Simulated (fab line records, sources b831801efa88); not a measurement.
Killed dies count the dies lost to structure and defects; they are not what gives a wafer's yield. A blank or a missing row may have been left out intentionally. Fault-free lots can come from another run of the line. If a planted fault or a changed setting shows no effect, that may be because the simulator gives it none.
Which tool was responsible? -- flow sky130 -- 42 wafers sampled from 14 lots at 1 step of a route of 708

WHAT EACH GAUGE READ, for each wafer
SKY_LDD_P_OVL_MEAS_08. Usual: LDD_P_OVL -0.6 nm, standard deviation 1.7.
lot,measured,on,LDD_P_OVL (nm),flag
L852,day 18 14:25,overlay-02,0.4 1.6 5.0,
L853,day 18 17:37,overlay-01,1.5 1.1 0.2,
L854,day 19 13:43,overlay-01,-1.2 0.6 -0.9,
L855,day 19 16:02,overlay-01,-0.7 -3.0 -1.8,
L856,day 20 08:41,overlay-01,-1.9 -0.5 -1.9,
L857,day 21 05:29,overlay-02,0.2 1.2 -0.6,
L859,day 21 19:50,overlay-01,-1.5 -2.4 -1.6,
L860,day 22 11:48,overlay-01,-0.5 -1.5 -1.1,
L862,day 23 17:55,overlay-02,-0.4 -1.4 -0.1,
L865,day 24 08:25,overlay-02,0.3 -1.5 -0.9,
L864,day 24 11:08,overlay-02,-3.0 -2.6 -3.1,
L866,day 24 18:43,overlay-02,-2.8 -0.3 -2.6,
L872,day 26 08:23,overlay-01,0.2 0.1 2.5,
L873,day 26 14:29,overlay-01,-1.8 -0.1 -1.0,

EACH LOT AND THE TOOL THAT RAN IT (in order: tool; ch and the chambers of the sampled wafers; start)
The record shows no process step preceding these readings.

AS READ BY THE TOOLS THEMSELVES (means over the sampled wafers that have a number; for cases with no such wafer, the mark the record gives instead)
The record holds no such reading with a usual standard deviation.

THE ANSWER, worked out from the rows above alone
Rule: take the mean of a lot's wafers that have a number; if it is more than 3 standard deviations from the usual mean, the lot is off. Also off: a lot with no number at a reading for which 4 or more lots have one. Any other lot the step has rows for is counted as sound. After the gauges, taken in route order, come the tools' own readings; for these a lot's mean is taken, as printed above. The first step at which some lot is off is used, and at that step the reading that is off furthest; a lot without a number counts as furthest.
None of the lots is off at any reading shown; this tells nothing.

WHAT THE SIMULATOR HAD INSERTED
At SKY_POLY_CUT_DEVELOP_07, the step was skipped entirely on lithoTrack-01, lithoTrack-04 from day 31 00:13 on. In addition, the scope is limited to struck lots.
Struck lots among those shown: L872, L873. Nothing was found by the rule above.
